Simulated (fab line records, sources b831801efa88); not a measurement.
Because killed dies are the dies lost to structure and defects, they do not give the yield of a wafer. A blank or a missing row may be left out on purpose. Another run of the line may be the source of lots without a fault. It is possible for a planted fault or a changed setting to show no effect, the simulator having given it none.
Which of the tools did it? | flow gf180mcu | 13 lots, 39 wafers sampled, at 4 steps of a route of 602

## WHAT THE GAUGES READ, wafer by wafer
GF_V3_THK_MEAS_01.
lot  | measured     | on            | V3_CVD_00_THK (nm)
L106 | day 22 15:52 | film_metro-02 | 590 602 592
L107 | day 22 17:43 | film_metro-01 | 605 600 604
L110 | day 24 05:07 | film_metro-03 | 596 608 607
L113 | day 24 23:03 | film_metro-01 | 612 599 605
L114 | day 25 07:30 | film_metro-01 | 615 613 597
L117 | day 26 02:05 | film_metro-02 | 611 605 609
L118 | day 26 10:11 | film_metro-01 | 606 605 604
L121 | day 27 12:23 | film_metro-01 | 580 607 583
L122 | day 27 20:45 | film_metro-02 | 582 581 603
L124 | day 28 10:44 | film_metro-02 | 594 604 598
L125 | day 28 16:07 | film_metro-03 | 599 595 599
L126 | day 29 03:19 | film_metro-03 | 589 616 588
L127 | day 29 06:37 | film_metro-03 | 609 610 612

GF_V3_RS_MEAS_24: uses a four-point probe to measure.
lot  | measured     | on            | V3_W_RS (ohm/sq)
L106 | day 23 16:25 | film_metro-02 | 0.334 0.333 0.327
L107 | day 23 18:19 | film_metro-01 | 0.322 0.321 0.324
L110 | day 25 05:13 | film_metro-02 | 0.327 0.325 0.326
L113 | day 25 22:25 | film_metro-01 | 0.335 0.343 0.333
L114 | day 26 07:04 | film_metro-03 | 0.338 0.339 0.331
L117 | day 27 00:44 | film_metro-03 | 0.324 0.332 0.332
L118 | day 27 08:11 | film_metro-03 | 0.329 0.324 0.331
L121 | day 28 10:31 | film_metro-01 | 0.321 0.322 0.322
L122 | day 28 18:31 | film_metro-03 | 0.331 0.330 0.332
L124 | day 29 07:57 | film_metro-02 | 0.333 0.339 0.337
L125 | day 29 13:12 | film_metro-01 | 0.320 0.330 0.320
L126 | day 30 00:40 | film_metro-01 | 0.325 0.326 0.332
L127 | day 30 03:18 | film_metro-03 | 0.337 0.326 0.325

## TOOL THAT RAN EACH LOT (tool first, then ch and the chambers of the sampled wafers, then the start)
lot  | GF_M3_SPUTTER_03             | GF_V3_CVD_23
L106 | pvd_sputter-04, day 21 15:29 | cvd_w-01 ch 0,1, day 23 16:17
L107 | pvd_sputter-01, day 21 16:46 | cvd_w-02 ch 0,1, day 23 18:11
L110 | pvd_sputter-04, day 23 04:49 | cvd_w-01 ch 0, day 25 05:05
L113 | pvd_sputter-01, day 23 23:43 | cvd_w-01 ch 0,1, day 25 22:19
L114 | pvd_sputter-03, day 24 07:56 | cvd_w-01 ch 0,1, day 26 06:57
L117 | pvd_sputter-01, day 25 03:32 | cvd_w-02 ch 0,1, day 27 00:36
L118 | pvd_sputter-04, day 25 11:35 | cvd_w-02 ch 0,1, day 27 08:03
L121 | pvd_sputter-04, day 26 14:29 | cvd_w-02 ch 0,1, day 28 10:25
L122 | pvd_sputter-04, day 26 23:09 | cvd_w-01 ch 1, day 28 18:25
L124 | pvd_sputter-03, day 27 13:20 | cvd_w-01 ch 1, day 29 07:49
L125 | pvd_sputter-04, day 27 18:53 | cvd_w-01 ch 0,1, day 29 13:05
L126 | pvd_sputter-03, day 28 06:14 | cvd_w-02 ch 0,1, day 30 00:32
L127 | pvd_sputter-01, day 28 10:46 | cvd_w-01 ch 0,1, day 30 03:11
- GF_M3_SPUTTER_03: material Ti, target thk 10 nm, time 6.7 s.
- GF_V3_CVD_23: deposits W, target thk 350 nm, time 104.9 s.

## WHAT THE TOOLS THEMSELVES READ (means of the sampled wafers that have a number; where no wafer has one, the mark that the record gives instead)
GF_M3_SPUTTER_03.
lot  | tool           | throttle_valve_pct (%)
L106 | pvd_sputter-04 | 30.1
L107 | pvd_sputter-01 | 31.2
L110 | pvd_sputter-04 | 30.1
L113 | pvd_sputter-01 | 31.0
L114 | pvd_sputter-03 | 29.2
L117 | pvd_sputter-01 | 31.1
L118 | pvd_sputter-04 | 29.7
L121 | pvd_sputter-04 | 30.2
L122 | pvd_sputter-04 | 30.0
L124 | pvd_sputter-03 | 28.8
L125 | pvd_sputter-04 | 30.2
L126 | pvd_sputter-03 | 29.3
L127 | pvd_sputter-01 | 30.6

GF_V3_CVD_23.
lot  | tool     | heater_power_w (W)
L106 | cvd_w-01 | 871
L107 | cvd_w-02 | 812
L110 | cvd_w-01 | 705
L113 | cvd_w-01 | 879
L114 | cvd_w-01 | 785
L117 | cvd_w-02 | 813
L118 | cvd_w-02 | 766
L121 | cvd_w-02 | 751
L122 | cvd_w-01 | 955
L124 | cvd_w-01 | 972
L125 | cvd_w-01 | 803
L126 | cvd_w-02 | 818
L127 | cvd_w-01 | 793

## THE ANSWER, worked out from the rows above alone
Rule: the usual values come from the lots themselves. Put in order of their means at a reading, lots are off if they are a third of the lots or fewer, leave a main group of 4 or more, and stand apart from it by a gap of 3 or more times the standard deviation of the main group's means; of several such gaps the widest counts. A main group is skipped when, at the precision printed for the reading in the tables above, its means are all equal. A lot without any number at a reading at which 4 lots or more have one is off too. Where the step has rows for the other lots, those lots are counted as sound. The gauges are gone through in route order, then the tools' own readings, and for those a lot's mean is taken as printed above. The first step at which some lot is off is used, and at that step the reading that is off furthest; a lot without a number counts as furthest.
None of the lots is off at any reading shown; this tells nothing.

## WHAT THE SIMULATOR HAD INSERTED
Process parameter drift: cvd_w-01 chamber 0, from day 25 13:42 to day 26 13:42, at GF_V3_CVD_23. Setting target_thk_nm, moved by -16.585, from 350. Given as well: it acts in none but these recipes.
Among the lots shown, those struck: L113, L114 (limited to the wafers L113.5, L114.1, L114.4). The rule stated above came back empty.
